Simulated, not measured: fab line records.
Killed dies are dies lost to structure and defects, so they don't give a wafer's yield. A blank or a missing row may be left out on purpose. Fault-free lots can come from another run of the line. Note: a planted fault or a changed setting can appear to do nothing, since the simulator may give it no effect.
fab line records ; flow gf180mcu ; part 1 of 2: steps 1 to 25 of 35
record: lots: 5; wafers: 15; last-day: 34
route steps=602 shown V2@399 M3@409 V3@429
lots untouched by any fault: they come from a run of this same line in which no faults occurred
start-h: hours from the record's first day to the start of the lot's first wafer shown ; wait-h: hours elapsed since this lot's preceding step ; " identical to the entry in the row above ; L1.1+2: a row that stands for several wafers ; - no value, or no start was given ; * or withheld: withheld ; < > ~ a bound
route shown NAME@n: NAME is a module with steps in the file, n the number in the route of the first one ; usual: mean and standard deviation over wafers with no fault ; same: alike in all rows ; chamber/n: place in a boat ; sites: readings site by site ; _std_site: how widely they spread, as a standard deviation ; _edge_site: the outer-site mean with the inner-site mean subtracted ; radius-mm: how far each site lies from the wafer's centre ; mask NAME#n: copy n ; behind: tool/chamber where the wafer was last shaped ; hold: why the lot was held/for how many hours/how that ended ; device: which transistor (n, p or np) failed to switch ; end of line: tests run on the same wafers once the route is complete ; step lacking rows: just its recipe ; killed: at the first sort, the dies lost to defects and structure; wafer yield is something else ; map: shows each die of a wafer: x if killed, . if not, _ if none is there
set.NAME: the setting as run; set.NAME@STEP: as run at that earlier step ; model.NAME: the simulator's own value behind a step, which no gauge read
lots seen at some steps along the route; tables by step, rows by wafer
services: the hour from which a tool's chamber was out of use, counted from the record's first day as start-h (under 0 if before that day), plus the number of hours and why
== steps ==
step: GF_V2_ETCH_17
recipe: chemistry: C4F8/O2/Ar; mask-material: KrF; target: SiO2; stop-on: TiN; source-w: 1500; bias-w: 1200; pressure-mtorr: 40; c4f8-flow-sccm: withheld; O2_flow_sccm: 6; Ar_flow_sccm: 300; time-s: withheld; target-depth-a: 6300
usual: oes-product-au: 0.856/0.0049
lot.wafer;tool;chamber;start-h;wait-h;oes-product-au
L074.2;rie-diel-04;0;-;-;0.854
L074.4;rie-diel-04;3;-;-;0.852
L074.5;rie-diel-04;1;-;-;0.869
L075.3;rie-diel-02;0;-;-;0.864
L075.5;rie-diel-02;2;-;-;0.856
L075.6;rie-diel-02;3;-;-;0.849
L081.3;rie-diel-01;2;-;-;0.868
L081.5;rie-diel-01;3;-;-;0.857
L081.6;rie-diel-01;1;-;-;0.860
L095.1;rie-diel-04;2;-;-;0.852
L095.2;rie-diel-04;0;-;-;0.853
L095.3;rie-diel-04;3;-;-;0.860
L096.1;rie-diel-04;0;-;-;0.856
L096.3;rie-diel-04;1;-;-;0.864
L096.5;rie-diel-04;2;-;-;0.861
step: GF_V2_STRIP_18
recipe: chemistry: O2/N2; power-w: 1400; pressure-mtorr: 1500; platen-temp-c: 250; o2-flow-sccm: 3000; n2-flow-sccm: 300; overash-fraction: 0.5
usual: drypump-motor-current-A: 6.1/0.43; heater-power-w: 332/30; oes-product-au: 0.593/0.0049
lot.wafer;tool;chamber;start-h;wait-h;drypump-motor-current-A;heater-power-w;oes-product-au;rf-hours-counter-h
L074.2;plasma-asher-04;1;467.59;-;5.5;338;0.586;83
L074.4;plasma-asher-04;0;467.59;-;5.6;286;0.593;-
L074.5;plasma-asher-04;0;467.59;-;5.6;285;0.591;-
L075.3;plasma-asher-01;1;483.18;-;6.5;357;0.599;-
L075.5;plasma-asher-01;0;483.18;-;6.6;371;0.591;-
L075.6;plasma-asher-01;1;483.18;-;6.5;345;0.597;-
L081.3;plasma-asher-04;0;529.88;-;5.6;296;0.590;-
L081.5;plasma-asher-04;0;529.88;-;5.6;291;0.599;-
L081.6;plasma-asher-04;1;529.88;-;5.6;332;0.592;-
L095.1;plasma-asher-01;0;630.65;-;6.5;361;0.599;53
L095.2;plasma-asher-01;1;630.65;-;6.5;345;0.590;53
L095.3;plasma-asher-01;0;630.65;-;6.6;360;0.596;-
L096.1;plasma-asher-04;1;638.95;-;5.6;335;0.583;102
L096.3;plasma-asher-04;1;638.95;-;5.6;338;0.589;-
L096.5;plasma-asher-04;0;638.95;-;5.6;285;0.591;-
step: GF_V2_STRIP_19
recipe: chemistry: post-etch-residue-remover; time-s: 1200; temp-c: 72.5
lot.wafer;tool;chamber;start-h;wait-h
L074.2+4+5;wet-bench-01;1;467.69;0.1
L075.3+5+6;wet-bench-04;2;483.25;0.0
L081.3+5+6;wet-bench-04;1;529.95;0.0
L095.1+2+3;wet-bench-03;1;630.75;0.1
L096.1+3+5;wet-bench-01;3;639.05;0.1
step: GF_V2_CLEAN_20
recipe: chemistry: DIW; dry: n2-spin
lot.wafer;tool;chamber;start-h;wait-h
L074.2+4+5;wet-bench-04;2;468.07;0.0
L075.3+5+6;wet-bench-01;1;483.59;0.0
L081.3+5+6;wet-bench-03;2;530.32;0.0
L095.1+2+3;wet-bench-04;3;631.12;0.0
L096.1+3+5;wet-bench-04;3;639.39;0.0
step: GF_V2_SPUTTER_21
recipe: material: Ti; target-thk-nm: 15; chamber-pressure-pa: 5; power-w: 2500; substrate-temp-c: 200; time-s: 80.02
usual: throttle-valve-pct: 30.0/0.69
lot.wafer;tool;chamber;start-h;wait-h;throttle-valve-pct
L074.2;pvd-sputter-03;-;468.16;0.0;30.1
L074.4;pvd-sputter-03;-;468.16;0.0;31.3
L074.5;pvd-sputter-03;-;468.16;0.0;29.7
L075.3;pvd-sputter-03;-;483.68;0.0;29.7
L075.5;pvd-sputter-03;-;483.68;0.0;31.6
L075.6;pvd-sputter-03;-;483.68;0.0;29.7
L081.3;pvd-sputter-02;-;530.41;0.0;30.4
L081.5;pvd-sputter-02;-;530.41;0.0;29.8
L081.6;pvd-sputter-02;-;530.41;0.0;28.8
L095.1;pvd-sputter-01;-;631.21;0.0;29.4
L095.2;pvd-sputter-01;-;631.21;0.0;28.7
L095.3;pvd-sputter-01;-;631.21;0.0;30.8
L096.1;pvd-sputter-02;-;639.48;0.0;29.7
L096.3;pvd-sputter-02;-;639.48;0.0;30.4
L096.5;pvd-sputter-02;-;639.48;0.0;29.0
step: GF_V2_SPUTTER_22
recipe: material: TiN; target-thk-nm: 10; chamber-pressure-pa: 5; power-w: 4000; time-s: 40
usual: throttle-valve-pct: 29.9/0.71
lot.wafer;tool;chamber;start-h;wait-h;throttle-valve-pct
L074.2;pvd-sputter-03;-;468.23;0.0;30.2
L074.4;pvd-sputter-03;-;468.23;0.0;31.1
L074.5;pvd-sputter-03;-;468.23;0.0;30.2
L075.3;pvd-sputter-03;-;483.74;0.0;29.6
L075.5;pvd-sputter-03;-;483.74;0.0;31.3
L075.6;pvd-sputter-03;-;483.74;0.0;29.6
L081.3;pvd-sputter-02;-;530.47;0.0;30.4
L081.5;pvd-sputter-02;-;530.47;0.0;29.5
L081.6;pvd-sputter-02;-;530.47;0.0;29.0
L095.1;pvd-sputter-01;-;631.27;0.0;29.4
L095.2;pvd-sputter-01;-;631.27;0.0;28.7
L095.3;pvd-sputter-01;-;631.27;0.0;30.6
L096.1;pvd-sputter-02;-;639.54;0.0;29.8
L096.3;pvd-sputter-02;-;639.54;0.0;30.1
L096.5;pvd-sputter-02;-;639.54;0.0;28.7
step: GF_V2_CVD_23
recipe: material: W; target-thk-nm: 350; time-s: 104.94; temp-c: 400; pressure-torr: 40
usual: heater-power-w: 920/84
lot.wafer;tool;chamber;start-h;wait-h;heater-power-w
L074.2;cvd-w-01;0;468.27;0.0;902
L074.4;cvd-w-01;1;468.27;0.0;987
L074.5;cvd-w-01;1;468.27;0.0;971
L075.3;cvd-w-01;1;483.82;0.1;954
L075.5;cvd-w-01;0;483.82;0.1;880
L075.6;cvd-w-01;1;483.82;0.1;982
L081.3;cvd-w-02;0;530.59;0.1;809
L081.5;cvd-w-02;1;530.59;0.1;1004
L081.6;cvd-w-02;0;530.59;0.1;810
L095.1;cvd-w-01;0;631.31;0.0;924
L095.2;cvd-w-01;1;631.31;0.0;978
L095.3;cvd-w-01;0;631.31;0.0;918
L096.1;cvd-w-02;1;639.58;0.0;1008
L096.3;cvd-w-02;1;639.58;0.0;1006
L096.5;cvd-w-02;1;639.58;0.0;1028
step: GF_V2_RS_MEAS_24
recipe: thk-meas-gauge: four-point-probe; reads: W_of_V2_CVD_23+TiN_of_V2_SPUTTER_22+Ti_of_V2_SPUTTER_21
usual: V2_W_RS: 0.330/0.0036
lot.wafer;tool;chamber;start-h;wait-h;V2_W_RS[ohm/sq]
L074.2;film-metro-03;-;468.40;0.1;0.330
L074.4;film-metro-03;-;468.40;0.1;0.326
L074.5;film-metro-03;-;468.40;0.1;0.326
L075.3;film-metro-01;-;483.93;0.1;0.333
L075.5;film-metro-01;-;483.93;0.1;0.335
L075.6;film-metro-01;-;483.93;0.1;0.332
L081.3;film-metro-01;-;530.74;0.1;0.337
L081.5;film-metro-01;-;530.74;0.1;0.333
L081.6;film-metro-01;-;530.74;0.1;0.331
L095.1;film-metro-03;-;631.42;0.1;0.331
L095.2;film-metro-03;-;631.42;0.1;0.329
L095.3;film-metro-03;-;631.42;0.1;0.333
L096.1;film-metro-01;-;639.69;0.1;0.331
L096.3;film-metro-01;-;639.69;0.1;0.331
L096.5;film-metro-01;-;639.69;0.1;0.332
step: GF_V2_THK_MEAS_25
recipe: thk-meas-gauge: xrf; reads: W_of_V2_CVD_23
usual: V2_W_THK: 358/5.1
lot.wafer;tool;chamber;start-h;wait-h;V2_W_THK[nm]
L074.2;film-metro-03;-;468.51;0.1;363
L074.4;film-metro-03;-;468.51;0.1;364
L074.5;film-metro-03;-;468.51;0.1;365
L075.3;film-metro-01;-;484.03;0.1;355
L075.5;film-metro-01;-;484.03;0.1;350
L075.6;film-metro-01;-;484.03;0.1;356
L081.3;film-metro-01;-;530.84;0.1;351
L081.5;film-metro-01;-;530.84;0.1;352
L081.6;film-metro-01;-;530.84;0.1;354
L095.1;film-metro-03;-;631.54;0.1;355
L095.2;film-metro-03;-;631.54;0.1;357
L095.3;film-metro-03;-;631.54;0.1;352
L096.1;film-metro-01;-;639.81;0.1;359
L096.3;film-metro-01;-;639.81;0.1;360
L096.5;film-metro-01;-;639.81;0.1;357
step: GF_V2_CMP_26
recipe: stop-on: SiO2; down-force-psi: 3.5; platen-rpm: 60; t-overpolish-s: 15; target-thk-nm: 0; pad-velocity-m-s: 0.94248
usual: motor-current-A: 11.5/1.5; overpolish-run-s: 15.002/0.0093; time-to-endpoint-s: 88/3.6
lot.wafer;tool;chamber;start-h;wait-h;motor-current-A;overpolish-run-s;time-to-endpoint-s
L074.4;cmp-02;1;468.56;0.0;11.4;14.994;89
L074.2;cmp-02;3;468.56;0.0;11.7;14.996;85
L074.5;cmp-02;2;468.56;0.0;11.4;15.000;91
L075.3;cmp-02;3;484.07;0.0;12.4;14.993;88
L075.6;cmp-02;3;484.07;0.0;12.1;15.011;91
L075.5;cmp-02;0;484.07;0.0;8.6;14.996;86
L081.3;cmp-02;2;530.98;0.1;11.2;14.998;88
L081.6;cmp-02;0;530.98;0.1;8.4;15.008;86
L081.5;cmp-02;1;530.98;0.1;11.3;15.007;82
L095.2;cmp-02;1;631.60;0.0;11.1;14.993;80
L095.3;cmp-02;2;631.60;0.0;11.3;14.996;84
L095.1;cmp-02;0;631.60;0.0;9.4;15.007;84
L096.1;cmp-02;1;639.87;0.1;12.0;15.005;83
L096.3;cmp-02;0;639.87;0.1;8.7;14.991;91
L096.5;cmp-02;2;639.87;0.1;11.0;14.987;92
step: GF_M3_SPUTTER_00
recipe: material: Ti; target-thk-nm: 37.5; arriving-ion-energy-ev: 80; substrate-temp-c: 200; chamber-pressure-pa: 2; power-w: 4000; time-s: 150
usual: throttle-valve-pct: 29.8/0.83
lot.wafer;tool;chamber;start-h;wait-h;throttle-valve-pct
L074.2;pvd-sputter-02;-;468.86;0.1;29.2
L074.4;pvd-sputter-02;-;468.86;0.1;29.6
L074.5;pvd-sputter-02;-;468.86;0.1;30.3
L075.3;pvd-sputter-04;-;484.37;0.2;29.3
L075.5;pvd-sputter-04;-;484.37;0.2;31.2
L075.6;pvd-sputter-04;-;484.37;0.2;29.3
L081.3;pvd-sputter-01;-;531.18;0.1;28.9
L081.5;pvd-sputter-01;-;531.18;0.1;28.8
L081.6;pvd-sputter-01;-;531.18;0.1;30.7
L095.1;pvd-sputter-02;-;631.90;0.1;30.4
L095.2;pvd-sputter-02;-;631.90;0.1;28.7
L095.3;pvd-sputter-02;-;631.90;0.1;29.7
L096.1;pvd-sputter-01;-;640.17;0.2;30.7
L096.3;pvd-sputter-01;-;640.17;0.2;29.0
L096.5;pvd-sputter-01;-;640.17;0.2;29.5
step: GF_M3_SPUTTER_01
recipe: material: TiN; target-thk-nm: 30; power-w: 6500; time-s: 25; chamber-pressure-pa: 0.3802
usual: throttle-valve-pct: 29.8/0.83
lot.wafer;tool;chamber;start-h;wait-h;throttle-valve-pct
L074.2;pvd-sputter-02;-;468.96;0.1;28.7
L074.4;pvd-sputter-02;-;468.96;0.1;29.6
L074.5;pvd-sputter-02;-;468.96;0.1;30.2
L075.3;pvd-sputter-04;-;484.47;0.1;29.4
L075.5;pvd-sputter-04;-;484.47;0.1;30.9
L075.6;pvd-sputter-04;-;484.47;0.1;29.3
L081.3;pvd-sputter-01;-;531.28;0.1;29.0
L081.5;pvd-sputter-01;-;531.28;0.1;29.0
L081.6;pvd-sputter-01;-;531.28;0.1;30.5
L095.1;pvd-sputter-02;-;632.00;0.1;30.4
L095.2;pvd-sputter-02;-;632.00;0.1;28.9
L095.3;pvd-sputter-02;-;632.00;0.1;29.9
L096.1;pvd-sputter-01;-;640.27;0.1;30.8
L096.3;pvd-sputter-01;-;640.27;0.1;29.2
L096.5;pvd-sputter-01;-;640.27;0.1;29.3
step: GF_M3_SPUTTER_02
recipe: material: AlCu; target-thk-nm: 450; power-w: 10600; time-s: 23.9; chamber-pressure-pa: 0.4
usual: throttle-valve-pct: 29.8/0.83
lot.wafer;tool;chamber;start-h;wait-h;throttle-valve-pct
L074.2;pvd-sputter-02;-;468.99;0.0;28.7
L074.4;pvd-sputter-02;-;468.99;0.0;29.8
L074.5;pvd-sputter-02;-;468.99;0.0;30.4
L075.3;pvd-sputter-04;-;484.50;0.0;29.2
L075.5;pvd-sputter-04;-;484.50;0.0;31.3
L075.6;pvd-sputter-04;-;484.50;0.0;29.2
L081.3;pvd-sputter-01;-;531.32;0.0;28.9
L081.5;pvd-sputter-01;-;531.32;0.0;28.9
L081.6;pvd-sputter-01;-;531.32;0.0;30.7
L095.1;pvd-sputter-02;-;632.03;0.0;30.3
L095.2;pvd-sputter-02;-;632.03;0.0;28.9
L095.3;pvd-sputter-02;-;632.03;0.0;29.6
L096.1;pvd-sputter-01;-;640.30;0.0;30.6
L096.3;pvd-sputter-01;-;640.30;0.0;29.1
L096.5;pvd-sputter-01;-;640.30;0.0;29.2
step: GF_M3_SPUTTER_03
recipe: material: Ti; target-thk-nm: 10; substrate-temp-c: 300; chamber-pressure-pa: 0.3; power-w: 3000; time-s: 6.7
usual: throttle-valve-pct: 29.8/0.86
lot.wafer;tool;chamber;start-h;wait-h;throttle-valve-pct
L074.2;pvd-sputter-02;-;469.02;0.0;29.0
L074.4;pvd-sputter-02;-;469.02;0.0;29.5
L074.5;pvd-sputter-02;-;469.02;0.0;30.3
L075.3;pvd-sputter-04;-;484.53;0.0;29.0
L075.5;pvd-sputter-04;-;484.53;0.0;31.4
L075.6;pvd-sputter-04;-;484.53;0.0;29.5
L081.3;pvd-sputter-01;-;531.35;0.0;28.9
L081.5;pvd-sputter-01;-;531.35;0.0;29.1
L081.6;pvd-sputter-01;-;531.35;0.0;30.6
L095.1;pvd-sputter-02;-;632.06;0.0;30.3
L095.2;pvd-sputter-02;-;632.06;0.0;28.7
L095.3;pvd-sputter-02;-;632.06;0.0;29.7
L096.1;pvd-sputter-01;-;640.33;0.0;30.6
L096.3;pvd-sputter-01;-;640.33;0.0;29.0
L096.5;pvd-sputter-01;-;640.33;0.0;29.2
step: GF_M3_SPUTTER_04
recipe: material: TiN; target-thk-nm: 50; power-w: 6500; time-s: 41.7; chamber-pressure-pa: 0.4
usual: throttle-valve-pct: 29.8/0.86
lot.wafer;tool;chamber;start-h;wait-h;throttle-valve-pct
L074.2;pvd-sputter-02;-;469.05;0.0;28.8
L074.4;pvd-sputter-02;-;469.05;0.0;29.9
L074.5;pvd-sputter-02;-;469.05;0.0;30.3
L075.3;pvd-sputter-04;-;484.55;0.0;29.4
L075.5;pvd-sputter-04;-;484.55;0.0;30.7
L075.6;pvd-sputter-04;-;484.55;0.0;29.0
L081.3;pvd-sputter-01;-;531.37;0.0;28.9
L081.5;pvd-sputter-01;-;531.37;0.0;28.9
L081.6;pvd-sputter-01;-;531.37;0.0;30.6
L095.1;pvd-sputter-02;-;632.08;0.0;30.6
L095.2;pvd-sputter-02;-;632.08;0.0;28.9
L095.3;pvd-sputter-02;-;632.08;0.0;29.6
L096.1;pvd-sputter-01;-;640.35;0.0;30.6
L096.3;pvd-sputter-01;-;640.35;0.0;29.0
L096.5;pvd-sputter-01;-;640.35;0.0;29.2
step: GF_M3_RS_MEAS_05
recipe: thk-meas-gauge: four-point-probe; reads: TiN_of_M3_SPUTTER_04+Ti_of_M3_SPUTTER_03+AlCu_of_M3_SPUTTER_02+TiN_of_M3_SPUTTER_01+Ti_of_M3_SPUTTER_00
usual: M3_ALCU_RS: 0.0694/0.00089
lot.wafer;tool;chamber;start-h;wait-h;M3_ALCU_RS[ohm/sq]
L074.2;film-metro-04;-;469.10;0.0;0.0692
L074.4;film-metro-04;-;469.10;0.0;0.0690
L074.5;film-metro-04;-;469.10;0.0;0.0695
L075.3;film-metro-02;-;484.63;0.1;0.0690
L075.5;film-metro-02;-;484.63;0.1;0.0692
L075.6;film-metro-02;-;484.63;0.1;0.0687
L081.3;film-metro-02;-;531.45;0.1;0.0693
L081.5;film-metro-02;-;531.45;0.1;0.0695
L081.6;film-metro-02;-;531.45;0.1;0.0704
L095.1;film-metro-02;-;632.12;0.0;0.0687
L095.2;film-metro-02;-;632.12;0.0;0.0684
L095.3;film-metro-02;-;632.12;0.0;0.0678
L096.1;film-metro-04;-;640.39;0.0;0.0696
L096.3;film-metro-04;-;640.39;0.0;0.0699
L096.5;film-metro-04;-;640.39;0.0;0.0694
step: GF_M3_THK_MEAS_06
recipe: thk-meas-gauge: xrf; reads: AlCu_of_M3_SPUTTER_02
usual: M3_ALCU_THK: 452/7.4
lot.wafer;tool;chamber;start-h;wait-h;M3_ALCU_THK[nm]
L074.2;film-metro-04;-;469.21;0.1;453
L074.4;film-metro-04;-;469.21;0.1;453
L074.5;film-metro-04;-;469.21;0.1;454
L075.3;film-metro-02;-;484.73;0.1;454
L075.5;film-metro-02;-;484.73;0.1;451
L075.6;film-metro-02;-;484.73;0.1;456
L081.3;film-metro-02;-;531.55;0.1;448
L081.5;film-metro-02;-;531.55;0.1;450
L081.6;film-metro-02;-;531.55;0.1;446
L095.1;film-metro-02;-;632.24;0.1;453
L095.2;film-metro-02;-;632.24;0.1;455
L095.3;film-metro-02;-;632.24;0.1;460
L096.1;film-metro-04;-;640.51;0.1;453
L096.3;film-metro-04;-;640.51;0.1;454
L096.5;film-metro-04;-;640.51;0.1;453
step: GF_M3_DEHYDRATE_07
recipe: temp-c: 200; time-s: 60
usual: exhaust-pa: 44.9/0.81; plate-temp-C: 200.01/0.16
lot.wafer;tool;chamber;start-h;wait-h;exhaust-pa;plate-temp-C
L074.2;litho-track-04;0;480.74;11.5;45.7;200.46
L074.4;litho-track-04;0;480.74;11.5;44.4;200.14
L074.5;litho-track-04;0;480.74;11.5;45.7;199.72
L075.3;litho-track-01;0;496.50;11.8;44.9;199.85
L075.5;litho-track-01;0;496.50;11.8;44.1;200.03
L075.6;litho-track-01;0;496.50;11.8;44.7;199.95
L081.3;litho-track-03;0;542.11;10.6;44.5;200.01
L081.5;litho-track-03;0;542.11;10.6;45.5;199.95
L081.6;litho-track-03;0;542.11;10.6;44.6;199.89
L095.1;litho-track-03;0;642.06;9.8;44.9;200.23
L095.2;litho-track-03;0;642.06;9.8;44.6;200.44
L095.3;litho-track-03;0;642.06;9.8;45.3;199.89
L096.1;litho-track-03;0;649.46;8.9;45.7;199.89
L096.3;litho-track-03;0;649.46;8.9;45.6;199.84
L096.5;litho-track-03;0;649.46;8.9;45.9;199.88
step: GF_M3_HMDS_08
recipe: prime-time-s: 60; prime-temp-c: 120
usual: exhaust-pa: 44.8/0.82
lot.wafer;tool;chamber;start-h;wait-h;exhaust-pa
L074.2;litho-track-04;0;480.89;0.1;45.2
L074.4;litho-track-04;0;480.89;0.1;46.4
L074.5;litho-track-04;0;480.89;0.1;45.4
L075.3;litho-track-01;0;496.65;0.1;44.8
L075.5;litho-track-01;0;496.65;0.1;44.8
L075.6;litho-track-01;0;496.65;0.1;44.6
L081.3;litho-track-03;0;542.26;0.1;46.5
L081.5;litho-track-03;0;542.26;0.1;44.5
L081.6;litho-track-03;0;542.26;0.1;45.2
L095.1;litho-track-03;0;642.21;0.1;43.8
L095.2;litho-track-03;0;642.21;0.1;43.6
L095.3;litho-track-03;0;642.21;0.1;44.1
L096.1;litho-track-03;0;649.61;0.1;45.6
L096.3;litho-track-03;0;649.61;0.1;45.1
L096.5;litho-track-03;0;649.61;0.1;45.0
step: GF_M3_COAT_09
recipe: resist: KrF; spin-rpm: withheld; resist-thk-nm: 1000
usual: exhaust-pa: 45.1/0.85
lot.wafer;tool;chamber;start-h;wait-h;exhaust-pa
L074.2;litho-track-04;0;481.04;0.1;45.8
L074.4;litho-track-04;0;481.04;0.1;45.5
L074.5;litho-track-04;0;481.04;0.1;46.4
L075.3;litho-track-01;0;496.80;0.1;44.9
L075.5;litho-track-01;0;496.80;0.1;44.9
L075.6;litho-track-01;0;496.80;0.1;44.8
L081.3;litho-track-03;0;542.41;0.1;44.6
L081.5;litho-track-03;0;542.41;0.1;44.6
L081.6;litho-track-03;0;542.41;0.1;44.7
L095.1;litho-track-03;0;642.36;0.1;45.3
L095.2;litho-track-03;0;642.36;0.1;44.9
L095.3;litho-track-03;0;642.36;0.1;45.0
L096.1;litho-track-03;0;649.76;0.1;46.7
L096.3;litho-track-03;0;649.76;0.1;46.4
L096.5;litho-track-03;0;649.76;0.1;46.6
step: GF_M3_SOFTBAKE_10
recipe: temp-c: 130; time-s: 60; resist: KrF
usual: exhaust-pa: 45.0/0.84; plate-temp-C: 129.97/0.14
lot.wafer;tool;chamber;start-h;wait-h;exhaust-pa;plate-temp-C
L074.2;litho-track-04;0;481.19;0.1;45.1;129.84
L074.4;litho-track-04;0;481.19;0.1;44.9;129.74
L074.5;litho-track-04;0;481.19;0.1;44.3;130.02
L075.3;litho-track-01;0;496.95;0.1;45.1;130.07
L075.5;litho-track-01;0;496.95;0.1;46.2;130.01
L075.6;litho-track-01;0;496.95;0.1;45.6;130.05
L081.3;litho-track-03;0;542.56;0.1;45.2;130.10
L081.5;litho-track-03;0;542.56;0.1;45.9;129.89
L081.6;litho-track-03;0;542.56;0.1;43.9;130.17
L095.1;litho-track-03;0;642.51;0.1;46.7;129.82
L095.2;litho-track-03;0;642.51;0.1;45.6;129.83
L095.3;litho-track-03;0;642.51;0.1;44.4;129.99
L096.1;litho-track-03;0;649.91;0.1;46.6;130.20
L096.3;litho-track-03;0;649.91;0.1;44.7;130.00
L096.5;litho-track-03;0;649.91;0.1;45.7;129.96
step: GF_M3_EXPOSE_11
recipe: mask-id: Metal3; target-cd-nm: 280; na: 0.68; source-shape: conventional; sigma-outer: 0.6; dose-mj: 28
usual: reticle-temp-C: 22.98/0.11
lot.wafer;tool;chamber;start-h;wait-h;mask;reticle-temp-C
L074.2;krf-scanner-01;0;-;-;Metal3#0;22.98
L074.4;krf-scanner-01;0;-;-;Metal3#0;22.89
L074.5;krf-scanner-01;0;-;-;Metal3#0;23.11
L075.3;krf-scanner-01;0;-;-;Metal3#0;23.25
L075.5;krf-scanner-01;0;-;-;Metal3#0;23.19
L075.6;krf-scanner-01;0;-;-;Metal3#0;23.05
L081.3;krf-scanner-01;0;-;-;Metal3#0;22.94
L081.5;krf-scanner-01;0;-;-;Metal3#0;23.11
L081.6;krf-scanner-01;0;-;-;Metal3#0;23.01
L095.1;krf-scanner-02;0;-;-;Metal3#0;22.98
L095.2;krf-scanner-02;0;-;-;Metal3#0;22.89
L095.3;krf-scanner-02;0;-;-;Metal3#0;22.96
L096.1;krf-scanner-01;0;-;-;Metal3#0;22.98
L096.3;krf-scanner-01;0;-;-;Metal3#0;23.10
L096.5;krf-scanner-01;0;-;-;Metal3#0;23.03
step: GF_M3_PEB_12
recipe: peb-temp-c: 135; peb-time-s: 90; resist: KrF
usual: exhaust-pa: 45.1/0.88; plate-temp-C: 134.98/0.15
lot.wafer;tool;chamber;start-h;wait-h;exhaust-pa;plate-temp-C
L074.2;litho-track-04;0;-;-;45.0;135.42
L074.4;litho-track-04;0;-;-;46.2;135.26
L074.5;litho-track-04;0;-;-;44.8;134.87
L075.3;litho-track-03;0;-;-;44.9;134.68
L075.5;litho-track-03;0;-;-;46.2;135.03
L075.6;litho-track-03;0;-;-;45.0;135.14
L081.3;litho-track-01;0;-;-;45.6;135.19
L081.5;litho-track-01;0;-;-;47.1;135.20
L081.6;litho-track-01;0;-;-;45.6;135.23
L095.1;litho-track-01;0;-;-;46.0;134.96
L095.2;litho-track-01;0;-;-;45.7;135.08
L095.3;litho-track-01;0;-;-;45.2;135.00
L096.1;litho-track-03;0;-;-;46.0;135.01
L096.3;litho-track-03;0;-;-;46.1;135.08
L096.5;litho-track-03;0;-;-;44.7;135.14
step: GF_M3_DEVELOP_13
recipe: develop-time-s: 60; dev-temp-c: 21
usual: developer-temp-C: 21.00/0.12; exhaust-pa: 44.9/0.85
lot.wafer;tool;chamber;start-h;wait-h;developer-temp-C;exhaust-pa
L074.2;litho-track-04;0;493.19;0.2;21.15;43.9
L074.4;litho-track-04;0;493.19;0.2;21.04;44.2
L074.5;litho-track-04;0;493.19;0.2;20.92;44.3
L075.3;litho-track-03;0;508.26;0.1;21.00;45.2
L075.5;litho-track-03;0;508.26;0.1;20.59;45.3
L075.6;litho-track-03;0;508.26;0.1;20.68;46.1
L081.3;litho-track-01;0;554.10;0.1;20.83;44.0
L081.5;litho-track-01;0;554.10;0.1;20.87;44.0
L081.6;litho-track-01;0;554.10;0.1;21.06;42.6
L095.1;litho-track-01;0;652.40;0.2;21.07;45.3
L095.2;litho-track-01;0;652.40;0.2;20.92;44.9
L095.3;litho-track-01;0;652.40;0.2;21.10;45.0
L096.1;litho-track-03;0;660.06;0.2;21.17;44.0
L096.3;litho-track-03;0;660.06;0.2;21.09;44.0
L096.5;litho-track-03;0;660.06;0.2;21.24;44.6
step: GF_M3_CD_MEAS_14
recipe: target-cd-nm: 280
usual: cd-nm: 279.3/1.1
lot.wafer;tool;chamber;start-h;wait-h;cd-nm
L074.2;cd-sem-02;-;493.33;0.1;278.9
L074.4;cd-sem-02;-;493.33;0.1;278.8
L074.5;cd-sem-02;-;493.33;0.1;281.3
L075.3;cd-sem-01;-;508.40;0.1;278.2
L075.5;cd-sem-01;-;508.40;0.1;279.1
L075.6;cd-sem-01;-;508.40;0.1;280.2
L081.3;cd-sem-02;-;554.24;0.1;278.8
L081.5;cd-sem-02;-;554.24;0.1;279.3
L081.6;cd-sem-02;-;554.24;0.1;278.9
L095.1;cd-sem-02;-;652.55;0.1;277.6
L095.2;cd-sem-02;-;652.55;0.1;277.9
L095.3;cd-sem-02;-;652.55;0.1;278.5
L096.1;cd-sem-02;-;660.23;0.1;279.5
L096.3;cd-sem-02;-;660.23;0.1;278.3
L096.5;cd-sem-02;-;660.23;0.1;279.6
